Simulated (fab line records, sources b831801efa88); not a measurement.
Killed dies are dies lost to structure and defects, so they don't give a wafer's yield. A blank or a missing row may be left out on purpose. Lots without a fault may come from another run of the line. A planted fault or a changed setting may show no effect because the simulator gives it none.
A struck lot beside a sound one | flow sky130 | 15 steps out of a route of 708
Sound: wafers L695.1, L695.3, L695.6. Struck: wafers L702.2, L702.4, L702.6. The cause comes at the end.
At each step with rows: each side's tool, then ch and its chambers, then its first start. Under that, the readings that differ: sound wafers | struck wafers | difference of the means | sigmas: that difference in standard deviations of wafers without a fault.
alike: readings whose means differ by less than 2 such deviations, and words and numbers that are the same on both sides. not compared: withheld readings, readings that some wafer has no value for, bounds like >300 that may hide the same value, and numbers for which the record gives no deviation and whose values overlap.
The two part at a step that has a row with sigmas, a row that says differs or no value, or rows on one side only. Numbers that don't overlap but have no deviation are shown without sigmas and don't part them. A reading that every wafer of one side lacks parts them only if that side has two wafers or more.

SKY_POLY_GATE_CD_MEAS_22:
  sound on cd_sem-01, day 20 10:49; struck on cd_sem-02, day 22 11:59
  alike: cd_nm
then, 7 steps without rows for these wafers: SKY_LDD_N_DEHYDRATE_00 (time 60 s); SKY_LDD_N_HMDS_01 (prime time 60 s); SKY_LDD_N_COAT_02 (resist thk 300 nm); SKY_LDD_N_SOFTBAKE_03 (time 60 s); SKY_LDD_N_EXPOSE_04 (exposes mask NTM, target cd 840 nm); SKY_LDD_N_PEB_05; SKY_LDD_N_DEVELOP_06 (develop time 60 s).
SKY_LDD_N_OVL_MEAS_07:
  sound on overlay-01, day 21 16:49; struck on overlay-01, day 23 17:19
  alike: LDD_N_OVL
then, 3 steps without rows for these wafers: SKY_LDD_N_IMPLANT_08; SKY_LDD_N_IMPLANT_09; SKY_LDD_N_IMPLANT_10.
SKY_LDD_N_IMPLANT_11:
  sound on implanter-02 ch 0, day 21 17:18; struck on implanter-02 ch 0, day 23 17:49
  reading                   | sound                | struck               | difference | sigmas
  beam_energy_keV           | 20.005 20.010 20.012 | 19.550 19.540 19.544 | -0.464     | -71
  model.implant.drp_nm (nm) | 7.212 7.212 7.212    | 7.098 7.098 7.098    | -0.114     |
then, 1 step without rows for these wafers: SKY_LDD_N_IMPLANT_12.
-- the record jumps here: 26 days lie between the struck wafers' starts before and after (it left off in module LDD_N and takes up again in module PAD_OPEN, whose first step shown is number 708 of the route) --
SKY_PAD_OPEN_PROBE_99:
  sound on prober-02, day 48 06:41; struck on prober-01, day 49 15:05
  reading             | sound    | struck   | difference | sigmas
  killed_at_front_end | 10 15 15 | 23 26 25 | +11        | +3
  alike: killed_at_M0_to_M3, killed_at_M4_up, killed_at_contacts, killed_at_other, killed_dies, killed_open, killed_short

WHERE THEY PART
First at SKY_LDD_N_IMPLANT_11; last, within this record, at SKY_PAD_OPEN_PROBE_99.

WHY: what the simulator had put in
Process parameter drift: implanter-02, from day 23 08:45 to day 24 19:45, at SKY_LDD_N_IMPLANT_11. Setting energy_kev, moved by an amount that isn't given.
